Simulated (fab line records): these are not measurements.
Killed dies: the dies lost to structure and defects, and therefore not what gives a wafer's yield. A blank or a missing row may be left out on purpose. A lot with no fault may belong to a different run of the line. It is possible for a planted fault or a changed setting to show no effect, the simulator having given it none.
The tool behind it: which one? / flow sky130 / 7 lots, 21 wafers sampled, at 2 steps of a route of 708

WHAT THE GAUGES READ, wafer by wafer
SKY_METAL3_CD_MEAS_13 targets a cd of 300 nm.
lot=L970; measured=day 39 05:49; on=cd_sem-01; cd_nm (nm)=300.9 301.1 302.4
lot=L973; measured=day 40 06:47; on=cd_sem-02; cd_nm (nm)=298.7 299.0 298.2
lot=L977; measured=day 41 09:41; on=cd_sem-01; cd_nm (nm)=300.7 298.9 300.7
lot=L979; measured=day 41 19:41; on=cd_sem-02; cd_nm (nm)=300.8 301.4 301.4
lot=L984; measured=day 43 18:36; on=cd_sem-02; cd_nm (nm)=- - -
lot=L987; measured=day 43 22:55; on=cd_sem-02; cd_nm (nm)=296.9 296.6 296.8
lot=L991; measured=day 45 06:45; on=cd_sem-02; cd_nm (nm)=298.5 298.9 297.4

EACH LOT AND THE TOOL THAT RAN IT (in order: tool; ch and the chambers of the sampled wafers; start)
lot=L970; SKY_METAL3_PEB_11=litho_track-02 ch 0, day 39 05:00
lot=L973; SKY_METAL3_PEB_11=litho_track-01 ch 0, day 40 06:00
lot=L977; SKY_METAL3_PEB_11=litho_track-01 ch 0, day 41 09:00
lot=L979; SKY_METAL3_PEB_11=litho_track-01 ch 0, day 41 19:00
lot=L984; SKY_METAL3_PEB_11=litho_track-03, day 43 18:00
lot=L987; SKY_METAL3_PEB_11=litho_track-02 ch 0, day 43 22:00
lot=L991; SKY_METAL3_PEB_11=litho_track-03 ch 0, day 45 06:00
- SKY_METAL3_PEB_11

THE ANSWER, worked out from the rows above alone
Rule: what is usual is taken from the lots themselves. Put in order of their means at a reading, lots are off if they are a third of the lots or fewer, leave a main group of 4 or more, and stand apart from it by a gap of 3 or more times the standard deviation of the main group's means; of several such gaps the widest counts. The tables above print the reading to a certain number of digits; a main group whose means all agree to those digits is not used. Also off: a lot with no number at a reading for which 4 or more lots have one. Where the step has rows for the other lots, those lots are counted as sound.
Off, at SKY_METAL3_CD_MEAS_13 on cd_nm: L984. Without a number there: L984. For the main group the mean is 299.4 nm and the standard deviation 1.7.
A tool fits if, at a process step before that reading, it ran every lot that is off, and no sound lot after the first of them. The gauges at SKY_METAL3_CD_MEAS_13 are tried like those tools. Not one of the candidates tried fits.

WHAT WAS PUT IN BY THE SIMULATOR
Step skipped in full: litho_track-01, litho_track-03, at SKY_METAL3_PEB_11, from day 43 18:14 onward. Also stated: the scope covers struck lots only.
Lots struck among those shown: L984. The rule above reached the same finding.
